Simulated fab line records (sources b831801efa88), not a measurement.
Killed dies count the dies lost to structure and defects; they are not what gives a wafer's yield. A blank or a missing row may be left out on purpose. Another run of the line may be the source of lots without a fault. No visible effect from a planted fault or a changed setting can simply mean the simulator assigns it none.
Struck lot and sound lot, side by side || flow sfq line || 20 out of 325 route steps
Sound: wafers L585.1, L585.4, L585.5. Struck: wafer L599.1 (L599.4, L599.5, from the same lot, were not struck and are left out); the cause is given at the end.
Order at every step that has rows: each side's tool, ch and its chambers, its first start. Under that, the readings that differ: sound wafers || struck wafers || difference of the means || sigmas: that difference in standard deviations of wafers without a fault.
alike: words and numbers the same on both sides, and readings whose means are apart by under 2 such deviations; not compared: readings that were withheld, readings missing a value for some wafer, numbers with overlapping values and no deviation given by the record, and bounds like >300 which may hide the same value.
The two part at a step that has a row with sigmas, a row that says differs or no value, or rows on one side only. Non-overlapping numbers with no deviation appear without sigmas and do not part them. A reading that every wafer of one side lacks parts them only if that side has two wafers or more.

first, 2 steps without rows for these wafers: SFQ_TRILAYER_I1_VIA_LITHO_PEB_052 (peb time 60 s); SFQ_TRILAYER_I1_VIA_LITHO_DEVELOP_051 (time 60 s).
SFQ_I1_OVL_MEAS_913:
  sound on overlay-02 at day 25 19:40; struck on overlay-01 at day 31 15:03
  alike: I1_OVL
SFQ_TRILAYER_I1_VIA_BARC_OPEN_VIA_ETCH_071: etches BARC in O2, target depth 125 nm, time 41.7 s.
  sound on rie diel-03 ch 1,2,3, day 25 19:43; struck on rie diel-02 ch 1, day 31 15:05
  alike: drypump motor current A, oes product au
  not compared: rf hours counter h
then, 1 step without rows for these wafers: SFQ_TRILAYER_I1_VIA_ETCH_VIA_ETCH_052 (etches SiO2 in CHF3, stops on Nb, target depth 260 nm).
SFQ_TRILAYER_I1_VIA_STRIP_STRIP_053: strips in O2.
  sound on rie metal-01 ch 1, day 25 19:52; struck on rie metal-04 ch 1, day 31 15:14
{"reading": "drypump motor current A (A)", "sound": "6.3 6.3 6.3", "struck": 4.7, "difference": -1.6, "sigmas": -3}
  alike: oes product au
  not compared: rf hours counter h
then, 2 steps without rows for these wafers: SFQ_TRILAYER_I1_VIA_STRIP_SOLV_CLEAN_054 (cleans in NMP, time 600 s); SFQ_TRILAYER_M2_DEP_PRE_CLEAN_056 (time 22.5 s).
SFQ_TRILAYER_M2_DEP_SPUTTER_055: material Nb, target thk 200 nm, time 133.3 s.
  sound on pvd sputter-04 at day 25 20:40; struck on pvd sputter-03 at day 31 16:02
  alike: cathode dc power W, resputter cathode voltage v, throttle valve pct
SFQ_M2_RS_MEAS_914: the measuring method here is four-point-probe.
  sound on film metro-03 at day 25 20:46; struck on film metro-04 at day 31 16:08
  alike: M2_NB_RS
then, 1 step without rows for these wafers: SFQ_TRILAYER_M2_LITHO_COAT_062 (resist thk 62 nm).
SFQ_TRILAYER_M2_LITHO_COAT_057: resist thk 600 nm.
  sound on litho track-02 ch 0, day 25 21:14; struck on litho track-02 ch 0, day 31 16:37
{"reading": "model.KrF_of_TRILAYER_M2_LITHO_COAT_057.thk nm (nm)", "sound": "602.3 603.5 603.2", "struck": 547.1, "difference": -55.9, "sigmas": ""}
then, 4 steps without rows for these wafers: SFQ_TRILAYER_M2_LITHO_SOFTBAKE_061; SFQ_TRILAYER_M2_LITHO_EXPOSE_058 (exposes mask M2, target cd 500 nm); SFQ_TRILAYER_M2_LITHO_PEB_060 (peb time 60 s); SFQ_TRILAYER_M2_LITHO_DEVELOP_059 (time 60 s).
-- the record jumps here: 7 days lie between the struck wafers' starts before and after --
SFQ_M2_OVL_MEAS_916:
  sound on overlay-02 at day 25 23:19; struck on overlay-02 at day 38 05:15
{"reading": "M2_OVL (nm)", "sound": "1 6 6", "struck": -12, "difference": -16, "sigmas": -3}
SFQ_TRILAYER_M2_BARC_OPEN_METAL_ETCH_077: etches BARC in O2, target depth 125 nm, time 41.7 s.
  sound on rie metal-03 ch 0,1, day 25 23:21; struck on rie metal-02 ch 1, day 38 05:17
  alike: drypump motor current A, oes product au
  not compared: rf hours counter h
SFQ_TRILAYER_M2_ETCH_METAL_ETCH_060: etches Nb in Cl2/Ar, stops on SiO2, target depth 240 nm, time 120 s.
  sound on rie metal-03 ch 0,1, day 25 23:25; struck on rie metal-02 ch 1, day 38 05:21
{"reading": "model.KrF_of_TRILAYER_M2_LITHO_COAT_057.thk nm (nm)", "sound": "386 382.2 382.5", "struck": 327.8, "difference": -55.8, "sigmas": ""}
  alike: drypump motor current A, oes product au
  not compared: rf hours counter h
SFQ_TRILAYER_M2_STRIP_STRIP_061: strips in O2.
  sound on rie metal-03 ch 0,1, day 25 23:32; struck on rie metal-02 ch 1, day 38 05:29
  alike: drypump motor current A, oes product au
  not compared: rf hours counter h

== WHERE THEY PART ==
First at SFQ_TRILAYER_I1_VIA_STRIP_STRIP_053; last, within this record, at SFQ_M2_OVL_MEAS_916. Later steps at which nothing parts them and some readings are alike: SFQ_TRILAYER_M2_BARC_OPEN_METAL_ETCH_077, SFQ_TRILAYER_M2_ETCH_METAL_ETCH_060, SFQ_TRILAYER_M2_STRIP_STRIP_061.

WHY: whatever the simulator had introduced
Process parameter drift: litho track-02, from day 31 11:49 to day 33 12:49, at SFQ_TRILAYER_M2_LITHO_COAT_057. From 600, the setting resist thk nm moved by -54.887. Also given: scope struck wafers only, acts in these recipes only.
